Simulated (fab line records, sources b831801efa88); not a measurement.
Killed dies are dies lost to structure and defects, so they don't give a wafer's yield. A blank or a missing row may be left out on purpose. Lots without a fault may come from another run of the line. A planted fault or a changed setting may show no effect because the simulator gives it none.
One fault seen from 2 desks | flow sky130 | each desk has only its own numbers; what lay behind them comes last

THE METROLOGY DESK
What the gauges read, lot by lot, whatever tool the lot ran on: means of the sampled wafers that have a number. A lot is out of limits, marked OUT, if its mean lies more than 4 standard deviations from the usual mean; the brackets give that distance.
Columns: A = FIELD_ISO_OXIDATION_00_THK at SKY_FIELD_ISO_THK_MEAS_02, usual 12.29 nm; B = cd_nm at SKY_FIELD_ISO_CD_MEAS_13, usual 150.1 nm; C = VT_ADJUST_HVTP_TW at SKY_VT_ADJUST_HVTP_TW_MEAS_11, usual 1343
lot  | first seen here | A     | B     | C
L957 | day 1 12:14     | 11.92 | 152.5 | 1355
L958 | day 1 17:05     | 12.12 | 150.7 | 1337
L959 | day 1 22:40     | 12.12 | 150.1 | 1357
L960 | day 2 03:04     | 12.29 | 151.5 | 1340
L962 | day 2 13:52     | 12.55 | 148.7 | 1333
L963 | day 2 19:40     | 12.29 | 151.4 | 1336
L964 | day 3 01:14     | 12.27 | 149.1 | 1337
L967 | day 3 14:52     | 12.29 | 148.6 | 1355
L971 | day 4 12:02     | 12.10 | 148.4 | 1186 (-19) OUT
L972 | day 4 15:38     | 12.30 | 150.5 | 1347
L973 | day 4 21:55     | 12.11 | 150.6 | 1344
L975 | day 5 06:10     | 12.56 | 147.5 | 1177 (-20) OUT
This desk's finding: out of limits on L971, L975; first on L971, day 10 00:41 (VT_ADJUST_HVTP_TW at SKY_VT_ADJUST_HVTP_TW_MEAS_11). In limits: L957, L958, L959, L960, L962, L963, L964, L967, L972, L973.

THE TOOL OWNER'S DESK: implanter-03
The tool's own readings at SKY_VT_ADJUST_HVTP_IMPLANT_09: means of the sampled wafers that have a number, for each lot that ran on this tool. A lot is out of limits, marked OUT, if its mean lies more than 4 standard deviations from the usual mean; the brackets give that distance.
Columns: A = beam_on_s at SKY_VT_ADJUST_HVTP_IMPLANT_09, usual 10.02 s; B = dose_ions_cm2 at SKY_VT_ADJUST_HVTP_IMPLANT_09, usual 4.3e+12; C = faraday_current_uA at SKY_VT_ADJUST_HVTP_IMPLANT_09, usual 24.2
lot  | first seen here | A     | B                         | C
L957 | day 6 08:56     | 9.90  | 4.3e+12                   | 24.5
L962 | day 7 11:25     | 9.96  | 4.3e+12                   | 24.4
L963 | day 7 17:22     | 10.05 | 4.3e+12                   | 24.1
L971 | day 10 00:26    | 10.11 | 2.9e+12 (-99 or more) OUT | 16.1 (-18) OUT
L975 | day 10 19:53    | 9.93  | 2.9e+12 (-99 or more) OUT | 16.4 (-17) OUT
This desk's finding: out of limits on L971, L975; first on L971, day 10 00:26 (dose_ions_cm2 at SKY_VT_ADJUST_HVTP_IMPLANT_09). In limits: L957, L962, L963.

PUT TOGETHER
The tool owner's desk could have raised an alarm at day 10 00:26, on L971, L975.
The metrology desk could have raised an alarm at day 10 00:41, on L971, L975.
Of the lots named, all ran SKY_VT_ADJUST_HVTP_IMPLANT_09 on implanter-03.

WHAT THE SIMULATOR HAD PUT IN
Process parameter drift: implanter-03, from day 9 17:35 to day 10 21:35, at SKY_VT_ADJUST_HVTP_IMPLANT_09. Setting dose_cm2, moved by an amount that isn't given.
Lots struck among those shown: L971, L975.
Hours from the fault's start to each desk's first reading out of limits: the tool owner's desk, 7; the metrology desk, 7.
